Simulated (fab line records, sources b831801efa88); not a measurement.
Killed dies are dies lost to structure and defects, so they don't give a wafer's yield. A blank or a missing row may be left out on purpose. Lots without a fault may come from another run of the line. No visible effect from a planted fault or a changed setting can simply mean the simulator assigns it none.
Which tool was responsible? | flow gf180mcu | 6 lots, 18 wafers sampled, at 2 steps of a route of 602

## WHAT THE GAUGES SHOWED, per wafer
GF_VT_IMPLANT_RS_MEAS_49: the measuring method here is four-point-probe.
lot  | measured     | on            | MVPSD_RS (ohm/sq)
L373 | day 8 08:46  | film metro-04 | 1168.8 1169.1 1174.4
L376 | day 9 04:58  | film metro-02 | 1166.8 1169.4 1170.4
L380 | day 10 08:49 | film metro-04 | 1173.8 1168.5 1171.5
L382 | day 10 22:05 | film metro-04 | 1172.6 1169.0 1168.8
L387 | day 12 12:20 | film metro-01 | 1204.5 1167.7 1164.3
L391 | day 13 12:13 | film metro-01 | 1167.3 1170.3 1168.5

## WHICH TOOL RAN EACH LOT (tool, then ch and the chambers of the sampled wafers, then the start)
lot  | GF_MVPSD_IMPLANT_09
L373 | implanter-01 ch 0, day 5 17:53
L376 | implanter-01 ch 0, day 6 11:35
L380 | implanter-01 ch 0, day 7 11:35
L382 | implanter-02 ch 0, day 8 00:23
L387 | implanter-01 ch 0, day 9 09:13
L391 | implanter-04 ch 0, day 10 06:29
- GF_MVPSD_IMPLANT_09

## THE ANSWER, worked out from the rows above alone
Rule: the usual values come from the lots themselves. Put in order of their means at a reading, lots are off if they are a third of the lots or fewer, leave a main group of 4 or more, and stand apart from it by a gap of 3 or more times the standard deviation of the main group's means; of several such gaps the widest counts. If all means in a main group match to the digits the tables above print for the reading, that group is not used. A lot without any number at a reading at which 4 lots or more have one is off too. Any other lot the step has rows for is counted as sound.
Off: L387, seen at GF_VT_IMPLANT_RS_MEAS_49 (MVPSD_RS). The main group has a mean of 1169.9 ohm/sq with a standard deviation of 1.
If a tool, at a process step before that reading, ran all the lots that are off and no sound lot after the first of them, it fits. Gauges at GF_VT_IMPLANT_RS_MEAS_49: tried the same way as those tools. One fits: GF_MVPSD_IMPLANT_09 on implanter-01. A fault onset in the window from L380 (day 7 11:35, its last sound lot) to L387 (day 9 09:13, its first lot off) fits.

## WHAT WAS PUT IN BY THE SIMULATOR
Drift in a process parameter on implanter-01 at GF_MVPSD_IMPLANT_09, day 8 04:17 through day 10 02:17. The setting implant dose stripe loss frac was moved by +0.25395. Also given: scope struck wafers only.
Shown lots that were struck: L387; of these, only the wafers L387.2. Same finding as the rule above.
